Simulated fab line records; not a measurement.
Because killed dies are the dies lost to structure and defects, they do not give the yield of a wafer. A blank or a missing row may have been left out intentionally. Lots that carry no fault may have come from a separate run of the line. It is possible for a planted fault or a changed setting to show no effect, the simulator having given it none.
2 desks, one fault    flow sfqLine    each desk has only its own numbers; what lay behind them comes last

== THE METROLOGY DESK ==
What the gauges read, lot by lot, whatever tool the lot ran on: means of the sampled wafers that have a number. A lot is out of limits, marked OUT, if its mean lies more than 4 standard deviations from the usual mean; the brackets give that distance.
Columns: A = M2_NB_RS at SFQ_M2_RS_MEAS_914, usual 0.886 ohm/sq; B = I7_BOW at SFQ_I7_BOW_MEAS_946, usual 7 um
lot   first seen here  A      B
L414  day 24 22:19     0.883  -8
L415  day 25 01:19     0.885  -18
L416  day 25 01:53     0.883  4
L418  day 25 05:31     0.894  8
L420  day 25 10:20     0.884  22
L423  day 25 15:04     0.883  5
L424  day 25 19:55     0.877  5
L426  day 26 00:40     0.890  16
L429  day 26 17:36     0.879  13
L433  day 27 01:33     0.881  25
L435  day 40 00:26     0.895  18
L436  day 40 04:51     0.894  -15
L437  day 40 16:13     0.887  1
Result from this desk: across the 13 lots, nothing is out of limits.

== AT THE TOOL OWNER'S DESK: lithoTrack-01 ==
The tool's own readings at SFQ_TRILAYER_M2_LITHO_PEB_060 (peb time 60 s): means of the sampled wafers that have a number, for each lot that ran on this tool. A lot is out of limits, marked OUT, if its mean lies more than 4 standard deviations from the usual mean; the brackets give that distance.
Columns: A = heaterPowerTotalW at SFQ_TRILAYER_M2_LITHO_PEB_060, usual 79.15 W; B = plateTempC at SFQ_TRILAYER_M2_LITHO_PEB_060, usual 115.00 C
lot   first seen here  A                 B
L414  day 32 03:26     79.15             115.03
L415  day 32 05:51     79.13             114.92
L424  day 33 03:35     79.16             114.97
L426  day 33 07:23     79.20             115.03
L433  day 33 17:36     79.80 (+9.8) OUT  115.00
L437  day 41 16:02     79.14             115.10
Finding of this desk: L433 out of limits; the first was L433 at day 33 17:36, on heaterPowerTotalW at SFQ_TRILAYER_M2_LITHO_PEB_060. L414, L415, L424, L426, L437: within limits.

== ALL TOGETHER ==
On L433, at day 33 17:36, an alarm was possible from the tool owner's desk.
From the metrology desk's view, nothing was out of limits.
The metrology desk has L433 on record, within its limits.
The lots listed all ran SFQ_TRILAYER_M2_LITHO_PEB_060 on lithoTrack-01.

== WHAT THE SIMULATOR HAD INSERTED ==
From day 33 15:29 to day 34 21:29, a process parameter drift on lithoTrack-01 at SFQ_TRILAYER_M2_LITHO_PEB_060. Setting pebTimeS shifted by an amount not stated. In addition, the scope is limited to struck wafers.
Lots struck among those shown: L433.
Each desk's first reading out of limits, in hours after the fault started: the tool owner's desk, 2.
